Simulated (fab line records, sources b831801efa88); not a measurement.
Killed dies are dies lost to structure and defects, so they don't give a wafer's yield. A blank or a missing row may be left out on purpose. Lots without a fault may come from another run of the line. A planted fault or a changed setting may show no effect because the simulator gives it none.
A struck lot beside a sound one | flow sky130 | 15 steps out of a route of 708
Sound: wafers L456.2, L456.4, L456.6. Struck: wafers L470.1, L470.2, L470.3. The cause comes at the end.
At each step with rows: each side's tool, then ch and its chambers, then its first start. Under that, the readings that differ: sound wafers | struck wafers | difference of the means | sigmas: that difference in standard deviations of wafers without a fault.
alike: readings whose means differ by less than 2 such deviations, and words and numbers that are the same on both sides. not compared: withheld readings, readings that some wafer has no value for, bounds like >300 that may hide the same value, and numbers for which the record gives no deviation and whose values overlap.
The two part at a step that has a row with sigmas, a row that says differs or no value, or rows on one side only. Numbers that don't overlap but have no deviation are shown without sigmas and don't part them. A reading that every wafer of one side lacks parts them only if that side has two wafers or more.

SKY_VIA2_ETCH_14: etches BARC in N2/H2, stops on SiO2, time 45.9 s, target depth 60 nm.
  sound on rie_diel-02 ch 0,1,2, day 36 08:33; struck on rie_diel-01 ch 1,2,3, day 40 15:22
  alike: drypump_motor_current_A, oes_product_au, throttle_valve_pct
  not compared: rf_hours_counter_h
SKY_VIA2_ETCH_15: etches SiO2 in C4F8/O2/Ar, stops on TiN, target depth 546 nm, time 84 s.
  sound on rie_diel-02 ch 0,1,2, day 36 08:36; struck on rie_diel-01 ch 1,2,3, day 40 15:25
  alike: oes_product_au
  not compared: rf_hours_counter_h
then, 4 steps without rows for these wafers: SKY_VIA2_STRIP_16 (strips in O2/N2); SKY_VIA2_STRIP_17 (strips in post etch residue remover, time 1200 s); SKY_VIA2_CLEAN_18 (cleans in IPA, time 180 s); SKY_VIA2_CLEAN_19 (cleans in O3/DIW).
SKY_VIA2_SPUTTER_20: material TiN, target thk 20 nm, time 80 s.
  sound on pvd_sputter-03, day 36 09:15; struck on pvd_sputter-01, day 40 16:04
  alike: cathode_dc_power_W, chamber_pressure_pa, throttle_valve_pct
then, 1 step without rows for these wafers: SKY_VIA2_CVD_21 (deposits W, target thk 420 nm, time 126.4 s).
SKY_VIA2_RS_MEAS_22: measures by four-point-probe.
  sound on film_metro-04, day 36 09:28; struck on film_metro-04, day 40 16:16
  alike: VIA2_W_RS
SKY_VIA2_THK_MEAS_23: measures by xrf.
  sound on film_metro-04, day 36 09:34; struck on film_metro-04, day 40 16:23
  alike: VIA2_W_THK
SKY_VIA2_CMP_24: polishes, stops on SiO2, t overpolish 20 s, target thk 0 nm.
  sound on cmp-01 ch 0,1,3, day 36 09:37; struck on cmp-01 ch 0,2,3, day 40 16:26
  alike: head_pressure_psi, motor_current_A, overpolish_run_s, time_to_endpoint_s
SKY_METAL3_SPUTTER_00: material Ti, target thk 15 nm, time 10 s.
  sound on pvd_sputter-02, day 36 09:55; struck on pvd_sputter-04, day 40 16:44
  alike: cathode_dc_power_W, chamber_pressure_pa, throttle_valve_pct
SKY_METAL3_SPUTTER_01: material TiN, target thk 20 nm, time 16.7 s.
  sound on pvd_sputter-02, day 36 09:57; struck on pvd_sputter-04, day 40 16:46
  reading                                    | sound             | struck            | difference | sigmas
  model.TiN_of_METAL3_SPUTTER_01.thk_nm (nm) | 20.11 20.14 19.89 | 13.77 14.09 13.87 | -6.14      |
  alike: cathode_dc_power_W, chamber_pressure_pa, throttle_valve_pct
then, 1 step without rows for these wafers: SKY_METAL3_SPUTTER_02 (material AlCu, target thk 735 nm, time 39.1 s).
SKY_PAD_OPEN_PROBE_99:
  the record has rows for the sound wafers here (prober-01, day 45 21:28) and none for the struck ones

WHERE THEY PART
Only at SKY_PAD_OPEN_PROBE_99, within this record.

WHY: what the simulator had put in
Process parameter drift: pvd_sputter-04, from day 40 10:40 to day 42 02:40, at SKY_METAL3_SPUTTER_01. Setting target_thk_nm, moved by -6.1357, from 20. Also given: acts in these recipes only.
